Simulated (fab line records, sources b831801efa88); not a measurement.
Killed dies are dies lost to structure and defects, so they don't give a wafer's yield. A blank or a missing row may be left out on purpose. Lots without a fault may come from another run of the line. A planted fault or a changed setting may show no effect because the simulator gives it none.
Chamber matching | flow sky130 | SKY_FIELD_ISO_CMP_27 on cmp-02: 4 sister chambers
The step polishes, stops on Si3N4, t overpolish 16 s, target thk 457.8 nm. 8 wafers are shown with their chamber, then 7 later ones without.

WAFERS WITH THEIR CHAMBER
wafer  | chamber | motor_current_A (A) | time_to_endpoint_s (s)
L320.4 | 1       | 12.6                | 111
L323.1 | 0       | 9.4                 | 114
L323.5 | 1       | 13.3                | 113
L327.1 | 0       | 9.7                 | 110
L327.3 | 3       | 12.0                | 120
L328.1 | 3       | 12.0                | 118
L328.2 | 2       | 11.0                | 110
L328.6 | 2       | 11.0                | 109

WAFERS WITHOUT THEIR CHAMBER
wafer  | motor_current_A (A) | time_to_endpoint_s (s)
L329.2 | 12.0                | 119
L338.1 | 11.6                | 111
L338.3 | 12.3                | 114
L338.6 | 11.8                | 115
L341.1 | 9.6                 | 110
L341.3 | 12.5                | 110
L341.5 | 11.7                | 111

WHICH CHAMBER EACH WENT THROUGH
wafer  | from the rows above          | in truth
L329.2 | 3                            | 3
L338.1 | 2                            | 2
L338.3 | can't be placed: 1 or 3      | 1
L338.6 | can't be placed: 3 or 2      | 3
L341.1 | 0                            | 0
L341.3 | 1                            | 1
L341.5 | can't be placed: 2 or 3 or 1 | 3
Placed correctly: 4 of 7. Can't be placed from these rows: 3 (the true chamber is among the candidates in 3). Placed wrongly: 0.
How it was worked out, from the rows above alone: a wafer's distance from a chamber is the root of the sum, over the readings, of the square of ((its reading less the chamber's mean) divided by the reading's scatter). The wafer belongs to the nearest chamber; if the next one is less than 2 further off, it can't be placed. A chamber's mean is the mean of its shown wafers. The scatter: the root of (the sum of the squares of (reading less its chamber's mean) over the shown wafers, divided by (wafers less chambers)).
